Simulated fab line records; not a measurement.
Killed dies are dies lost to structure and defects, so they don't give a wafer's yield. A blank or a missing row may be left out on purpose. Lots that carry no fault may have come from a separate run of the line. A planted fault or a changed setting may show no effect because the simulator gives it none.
8D (eight disciplines) problem report, filled in by code    flow sky130    the parts of the form that need people (team, actions taken, sign-off) are left out

## 1. THE ISSUE
Mean FIELD_ISO_CVD_24_THK at SKY_FIELD_ISO_THK_MEAS_25: 1041 nm over 4 wafers in 3 lots; fault-free wafers: 593 nm, standard deviation 6. That puts it +75 standard deviations away from the usual mean.
The first sign was on wafer L709.1 at day 3 14:40, on film-metro-01. The record has a number at this step for 30 wafers belonging to 11 lots. By rule, "out" or "out of limits" means more than 4 standard deviations away from the usual mean. All remaining wafers that have a number are taken as sound.

## 2. WHAT IT IS; WHAT IT IS NOT
question                     is                              is not
which readings at this step  FIELD_ISO_CVD_24_THK            -
which lots                   L709, L714, L715                L704, L705, L706, L719, L721, L722, L724, L726
which wafers of those lots   L709.1, L714.1, L715.1, L715.6  L709.2, L714.2
read on which gauges         film-metro-01, film-metro-02    film-metro-03
when                         from day 3 14:40                up to then (10 sound wafers); but 16 sound wafers of L714, L719, L721, L722, L724, L726 came after

## 3. WHAT RULES OUT EACH SUSPECT
Counting: any tool at a process step up to the reading remains a suspect provided it ran every lot that is out. Sound lots after the first of them don't rule it out here, since some wafers of a struck lot are sound.
- the gauge at SKY_FIELD_ISO_THK_MEAS_25 has been ruled out. 2 gauges (film-metro-01, film-metro-02) read the wafers that are out.
- hdpcvd-02 at SKY_FIELD_ISO_CVD_24 (deposits SiO2, target thk 595 nm, time 99.2 s): kept. It processed each lot that is out (first: L709, day 3 14:35); up to then, its last sound lot is L704 (day 2 06:34).
Remaining after the count: hdpcvd-02 at SKY_FIELD_ISO_CVD_24.

## 4. THE CAUSE (what the simulator had put in)
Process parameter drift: hdpcvd-02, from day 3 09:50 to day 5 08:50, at SKY_FIELD_ISO_CVD_24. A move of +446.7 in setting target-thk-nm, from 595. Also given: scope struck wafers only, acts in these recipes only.
Only this tool survived the counting.

## 5. THE EFFECT CHAIN, in route order
Each row: a reading whose mean over the struck wafers that have a number lies more than 3 standard deviations from the usual. Readings are gone through only where the record gives a usual standard deviation; hours: the median, over the lots, of the time from a lot's start at the first step in this table giving one to that lot's start at this step; sigmas: the change measured in usual standard deviations.
hours  step                       reading               usual   on struck wafers  change  sigmas
0      SKY_FIELD_ISO_THK_MEAS_25  FIELD_ISO_CVD_24_THK  593 nm  1041              +448    +75
3      SKY_FIELD_ISO_CMP_27       time-to-endpoint-s    112 s   198               +86     +24
It contains these process steps:
- SKY_FIELD_ISO_CMP_27: polishes, stops on Si3N4, t overpolish 16 s, target thk 457.8 nm.

## 6. HOW IT WOULD HAVE BEEN CAUGHT EARLIER
The first out-of-limits reading at a measuring or inspecting step in this record came at day 3 14:40, 5 hours after the fault's start at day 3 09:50.
L714, L715, from the lots that are out (3), started SKY_FIELD_ISO_CVD_24 on hdpcvd-02 later than day 3 14:40. A hold on the tool at that time would have spared those 2.
